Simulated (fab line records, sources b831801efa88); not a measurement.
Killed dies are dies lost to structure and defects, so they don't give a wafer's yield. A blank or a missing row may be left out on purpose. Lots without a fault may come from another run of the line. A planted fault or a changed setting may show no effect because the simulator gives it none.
A struck lot beside a sound one | flow sky130 | 21 steps out of a route of 708
Sound: wafers L328.3, L328.4, L328.6. Struck: wafers L343.2, L343.4, L343.5. The cause comes at the end.
At each step with rows: each side's tool, then ch and its chambers, then its first start. Under that, the readings that differ: sound wafers | struck wafers | difference of the means | sigmas: that difference in standard deviations of wafers without a fault.
alike: readings whose means differ by less than 2 such deviations, and words and numbers that are the same on both sides. not compared: withheld readings, readings that some wafer has no value for, bounds like >300 that may hide the same value, and numbers for which the record gives no deviation and whose values overlap.
The two part at a step that has a row with sigmas, a row that says differs or no value, or rows on one side only. Numbers that don't overlap but have no deviation are shown without sigmas and don't part them. A reading that every wafer of one side lacks parts them only if that side has two wafers or more.

first, 1 step without rows for these wafers: SKY_RES_XHIGH_IMPLANT_07.
SKY_RES_XHIGH_STRIP_08: strips in O2/N2.
  sound on plasma_asher-01 ch 0,1, day 30 00:29; struck on plasma_asher-03 ch 0,1, day 34 05:43
  alike: drypump_motor_current_A, oes_product_au, strip_time_to_endpoint_s
  not compared: rf_hours_counter_h
SKY_RES_XHIGH_TW_MEAS_09:
  sound on film_metro-04, day 30 00:34; struck on film_metro-01, day 34 05:49
  alike: RES_XHIGH_TW
then, 7 steps without rows for these wafers: SKY_SD_N_DEHYDRATE_00 (time 60 s); SKY_SD_N_HMDS_01 (prime time 60 s); SKY_SD_N_COAT_02 (resist thk 1140 nm); SKY_SD_N_SOFTBAKE_03 (time 60 s); SKY_SD_N_EXPOSE_04 (exposes mask NSDM, target cd 380 nm); SKY_SD_N_PEB_05; SKY_SD_N_DEVELOP_06 (develop time 60 s).
SKY_SD_N_CD_MEAS_07: target cd 380 nm.
  sound on cd_sem-01, day 31 04:44; struck on cd_sem-01, day 35 08:01
  alike: cd_nm
SKY_SD_N_OVL_MEAS_08:
  sound on overlay-01, day 31 04:50; struck on overlay-01, day 35 08:07
  alike: SD_N_OVL
SKY_SD_N_IMPLANT_09:
  sound on implanter-01 ch 0, day 31 04:55; struck on implanter-01 ch 0, day 35 08:10
  reading       | sound                         | struck                       | difference | sigmas
  beam_on_s (s) | 18.8 18.5 19.7                | 10.0 10.0 10.3               | -8.9       | -12
  dose_ions_cm2 | 4.003e+15 4.006e+15 4.008e+15 | 2.052e+15 2.05e+15 2.057e+15 | -1.953e+15 | -99 or more
  alike: tilt_deg
then, 1 step without rows for these wafers: SKY_SD_N_IMPLANT_10.
SKY_SD_N_STRIP_11: strips in O2/N2.
  sound on plasma_asher-03 ch 0,1, day 31 05:11; struck on plasma_asher-03 ch 0,1, day 35 08:26
  reading                      | sound             | struck            | difference | sigmas
  oes_product_au (a.u.)        | 0.529 0.527 0.528 | 0.571 0.561 0.564 | +0.037     | +8
  strip_time_to_endpoint_s (s) | 22.52 22.48 22.48 | 20.25 20.21 20.19 | -2.28      | -53
  alike: drypump_motor_current_A
  not compared: rf_hours_counter_h
SKY_SD_N_TW_MEAS_12:
  sound on film_metro-04, day 31 05:17; struck on film_metro-04, day 35 08:33
  reading | sound          | struck         | difference | sigmas
  SD_N_TW | 3959 3963 3938 | 3866 3885 3871 | -79        | -3
then, 1 step without rows for these wafers: SKY_SD_N_CLEAN_13 (cleans in SC1/SC2, time 150 s).
SKY_SD_N_RTA_14: time 2 s.
  sound on rtp_anneal-02 ch 0, day 31 05:23; struck on rtp_anneal-01 ch 0, day 35 08:40
  alike: lamp_power_pct, ramp_up_c_per_s, wafer_temp_C_max
SKY_SD_N_RS_MEAS_16: measures by four-point-probe.
  sound on film_metro-04, day 31 05:35; struck on film_metro-01, day 35 08:51
  reading          | sound             | struck            | difference | sigmas
  SD_N_RS (ohm/sq) | 68.63 68.63 68.55 | 77.38 77.38 77.63 | +8.86      | +81
SKY_SD_N_RS_MEAS_17: measures by four-point-probe.
  sound on film_metro-04, day 31 05:42; struck on film_metro-01, day 35 08:58
  alike: SD_P_RS
-- the record jumps here: 15 days lie between the struck wafers' starts before and after (it left off in module SD_N and takes up again in module PAD_OPEN, whose first step shown is number 708 of the route) --
SKY_PAD_OPEN_PROBE_99:
  sound on prober-02, day 48 07:59; struck on prober-02, day 50 20:38
  reading                                 | sound             | struck            | difference | sigmas
  model.etest.res_ndiff.line_ohm_um       | 747.4 751.2 749.1 | 890.2 871.9 894.8 | +136.4     |
  model.etest.sonos_uncharged.r_on_ohm_um | 817.9 797.6 795.4 | 855.9 853.6 864.9 | +54.5      |
  model.etest.licon_ndiff.rc_ohm          | 185.3 176.3 177.6 | 225.1 209 222.8   | +39.2      |
  model.etest.res_ndiff_hv.rs_ohm_sq      | 114.5 114.4 114.6 | 131.4 131.2 132.1 | +17.1      |
  model.etest.res_ndiff.rs_ohm_sq         | 120.4 119.5 120   | 136.8 137.4 136.6 | +17.0      |
  alike: killed_at_M0_to_M3, killed_at_M4_up, killed_at_contacts, killed_at_front_end, killed_at_other, killed_dies, killed_open, killed_short
  not compared: model.etest.nfet_g5v0d10v5.r_on_ohm_um, model.etest.nfet_01v8.r_on_ohm_um

WHERE THEY PART
First at SKY_SD_N_IMPLANT_09; last, within this record, at SKY_SD_N_RS_MEAS_16. Later steps at which nothing parts them and some readings are alike: SKY_SD_N_RS_MEAS_17, SKY_PAD_OPEN_PROBE_99.

WHY: what the simulator had put in
Process parameter drift: implanter-01, from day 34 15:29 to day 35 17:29, at SKY_SD_N_IMPLANT_09. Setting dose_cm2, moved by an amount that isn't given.
